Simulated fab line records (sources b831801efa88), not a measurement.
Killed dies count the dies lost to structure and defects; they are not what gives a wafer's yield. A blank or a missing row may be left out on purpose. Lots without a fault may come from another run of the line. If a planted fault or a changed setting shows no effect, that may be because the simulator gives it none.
What tool caused it? || flow sky130 || 6 lots with 18 wafers sampled at 2 steps, on a route of 708 steps

## WHAT THE GAUGES READ, wafer by wafer
SKY_CAPM_OVL_MEAS_12.
{"lot": "L162", "measured": "day 37 23:38", "on": "overlay-01", "CAPM_OVL (nm)": "-1.9 -3.1 -2.1"}
{"lot": "L165", "measured": "day 38 14:15", "on": "overlay-02", "CAPM_OVL (nm)": "-1.7 -2.2 -1.0"}
{"lot": "L171", "measured": "day 40 14:08", "on": "overlay-01", "CAPM_OVL (nm)": "-4.0 -2.3 -1.5"}
{"lot": "L175", "measured": "day 42 15:45", "on": "overlay-02", "CAPM_OVL (nm)": "-2.2 -2.2 -1.1"}
{"lot": "L178", "measured": "day 43 17:32", "on": "overlay-01", "CAPM_OVL (nm)": "-2.4 -3.8 -3.5"}
{"lot": "L182", "measured": "day 43 19:48", "on": "overlay-01", "CAPM_OVL (nm)": "-2.1 -1.1 -2.2"}

## WHAT TOOL EACH LOT RAN ON (gives the tool, then ch and the chambers of the sampled wafers, and finally the start)
{"lot": "L162", "SKY_FIELD_ISO_ETCH_15": "rieDiel-04 ch 0,3, day 2 11:21"}
{"lot": "L165", "SKY_FIELD_ISO_ETCH_15": "rieDiel-01 ch 1,2,3, day 3 04:09"}
{"lot": "L171", "SKY_FIELD_ISO_ETCH_15": "rieDiel-04 ch 0,1,3, day 4 08:45"}
{"lot": "L175", "SKY_FIELD_ISO_ETCH_15": "rieDiel-04 ch 0,1,2, day 5 05:26"}
{"lot": "L178", "SKY_FIELD_ISO_ETCH_15": "rieDiel-01 ch 2,3, day 5 22:52"}
{"lot": "L182", "SKY_FIELD_ISO_ETCH_15": "rieDiel-01 ch 0,1,3, day 6 17:44"}
- SKY_FIELD_ISO_ETCH_15: etches the open film in CHF3/O2, stops on Si, target depth 180 nm, time 72 s.

## THE ANSWER, worked out from the rows above alone
Rule: the lots themselves supply what counts as usual. The widest of any qualifying gaps counts: lots, ordered by their means at a reading, are off when they make up no more than a third of the lots, leave a main group of 4 or more, and stand apart from it by 3 or more times the standard deviation of that group's means. If all means in a main group match to the digits the tables above print for the reading, that group is not used. A lot without any number at a reading at which 4 lots or more have one is off too. Where the step has rows for the other lots, those lots are counted as sound.
No lot is off on any of the readings shown, so nothing can be concluded from this.

## WHAT THE SIMULATOR PUT IN
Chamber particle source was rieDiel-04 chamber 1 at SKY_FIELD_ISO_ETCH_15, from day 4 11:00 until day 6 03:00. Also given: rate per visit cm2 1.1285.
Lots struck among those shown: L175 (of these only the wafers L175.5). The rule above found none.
